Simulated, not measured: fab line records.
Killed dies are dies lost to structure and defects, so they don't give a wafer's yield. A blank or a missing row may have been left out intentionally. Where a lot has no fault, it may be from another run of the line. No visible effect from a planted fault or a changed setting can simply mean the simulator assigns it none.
What tool caused it? / flow sky130 / at 1 step of a route of 708, 7 lots with 21 wafers sampled

WHAT EACH GAUGE READ, for each wafer
SKY_CAPM_THK_MEAS_04: measures by xrf.
lot=L998; measured=day 37 12:05; on=film_metro-02; CAPM_TIN_THK (nm)=203.6 207.9 205.9
lot=L101; measured=day 38 15:30; on=film_metro-01; CAPM_TIN_THK (nm)=205.8 206.4 204.3
lot=L108; measured=day 40 11:21; on=film_metro-01; CAPM_TIN_THK (nm)=202.6 202.4 202.6
lot=L110; measured=day 41 09:25; on=film_metro-03; CAPM_TIN_THK (nm)=199.6 197.9 198.8
lot=L113; measured=day 42 04:58; on=film_metro-03; CAPM_TIN_THK (nm)=206.9 204.5 209.9
lot=L115; measured=day 42 13:38; on=film_metro-02; CAPM_TIN_THK (nm)=199.9 203.0 201.3
lot=L117; measured=day 43 04:43; on=film_metro-03; CAPM_TIN_THK (nm)=202.6 202.6 203.0

WHAT TOOL EACH LOT RAN ON (gives the tool, then ch and the chambers of the sampled wafers, and finally the start)
Before these readings, the record contains no process step.

THE ANSWER, worked out from the rows above alone
Rule: the usual values come from the lots themselves. The widest of any qualifying gaps counts: lots, ordered by their means at a reading, are off when they make up no more than a third of the lots, leave a main group of 4 or more, and stand apart from it by 3 or more times the standard deviation of that group's means. If all means in a main group match to the digits the tables above print for the reading, that group is not used. Also off: a lot with no number at a reading for which 4 or more lots have one. All remaining lots with rows at the step are treated as sound.
None of the lots is off at any reading shown; this tells nothing.

WHAT WAS PUT IN BY THE SIMULATOR
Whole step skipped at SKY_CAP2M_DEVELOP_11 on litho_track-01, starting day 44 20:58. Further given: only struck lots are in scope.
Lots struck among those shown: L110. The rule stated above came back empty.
